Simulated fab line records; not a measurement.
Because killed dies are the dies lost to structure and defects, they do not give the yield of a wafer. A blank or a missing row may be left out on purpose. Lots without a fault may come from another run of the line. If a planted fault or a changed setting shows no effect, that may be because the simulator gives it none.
2 desks looking at one fault || flow gf180mcu || numbers are kept per desk, each desk with only its own; the story behind them comes last

METROLOGY DESK
What the gauges read, lot by lot, whatever tool the lot ran on: means of the sampled wafers that have a number. Marked OUT: a lot whose mean sits more than 4 standard deviations from the usual mean, which makes it out of limits; the brackets give that distance.
Columns: A = MIM_ALCU_RS at GF_MIM_RS_MEAS_10, usual 0.1600 ohm/sq
{"lot": "L769", "first seen here": "day 25 02:02", "A": 0.1604}
{"lot": "L770", "first seen here": "day 25 17:07", "A": 0.1619}
{"lot": "L772", "first seen here": "day 26 12:29", "A": 0.1607}
{"lot": "L771", "first seen here": "day 26 13:18", "A": 0.1620}
{"lot": "L774", "first seen here": "day 27 03:02", "A": 0.1600}
{"lot": "L773", "first seen here": "day 27 18:29", "A": 0.1574}
{"lot": "L775", "first seen here": "day 27 22:46", "A": 0.1599}
{"lot": "L777", "first seen here": "day 28 06:51", "A": 0.1606}
{"lot": "L784", "first seen here": "day 29 19:47", "A": 0.1620}
{"lot": "L786", "first seen here": "day 30 12:19", "A": 0.1593}
{"lot": "L788", "first seen here": "day 31 01:16", "A": 0.1541}
{"lot": "L790", "first seen here": "day 31 18:52", "A": 0.1621}
Result from this desk: across the 12 lots, nothing is out of limits.

AT THE TOOL OWNER'S DESK: rie metal-03
The tool's own readings at GF_M4_METAL_ETCH_16 (etches the open film in Cl2/BCl3, stops on SiO2, target depth 750.8 nm, time 125.1 s): means of the sampled wafers that have a number, for each lot that ran on this tool. Marked OUT: a lot whose mean sits more than 4 standard deviations from the usual mean, which makes it out of limits; the brackets give that distance.
Columns: A = bcl3 flow sccm at GF_M4_METAL_ETCH_16, usual 40.02 sccm; B = drypump motor current A at GF_M4_METAL_ETCH_16, usual 6.0 A; C = oes product au at GF_M4_METAL_ETCH_16, usual 0.990 a.u.; D = rf fwd power W at GF_M4_METAL_ETCH_16, usual 797.1 W; E = throttle valve pct at GF_M4_METAL_ETCH_16, usual 28.230 %
{"lot": "L769", "first seen here": "day 24 00:22", "A": 40.04, "B": 6.1, "C": 0.988, "D": 797.7, "E": 28.228}
{"lot": "L771", "first seen here": "day 25 13:26", "A": 39.96, "B": 6.1, "C": 0.993, "D": 797.1, "E": 28.225}
{"lot": "L774", "first seen here": "day 26 03:19", "A": 40.05, "B": 6.1, "C": 0.988, "D": 798.5, "E": 28.223}
{"lot": "L786", "first seen here": "day 29 13:47", "A": 39.98, "B": 6.1, "C": 0.999, "D": 795.5, "E": 28.220}
{"lot": "L788", "first seen here": "day 30 03:48", "A": 40.07, "B": 6.1, "C": 0.995, "D": 797.9, "E": 28.232}
Result from this desk: across the 5 lots, nothing is out of limits.

ALL TOGETHER
From the metrology desk's view, nothing was out of limits.
Nothing out of limits was seen by the tool owner's desk.

WHAT HAD BEEN PUT IN BY THE SIMULATOR
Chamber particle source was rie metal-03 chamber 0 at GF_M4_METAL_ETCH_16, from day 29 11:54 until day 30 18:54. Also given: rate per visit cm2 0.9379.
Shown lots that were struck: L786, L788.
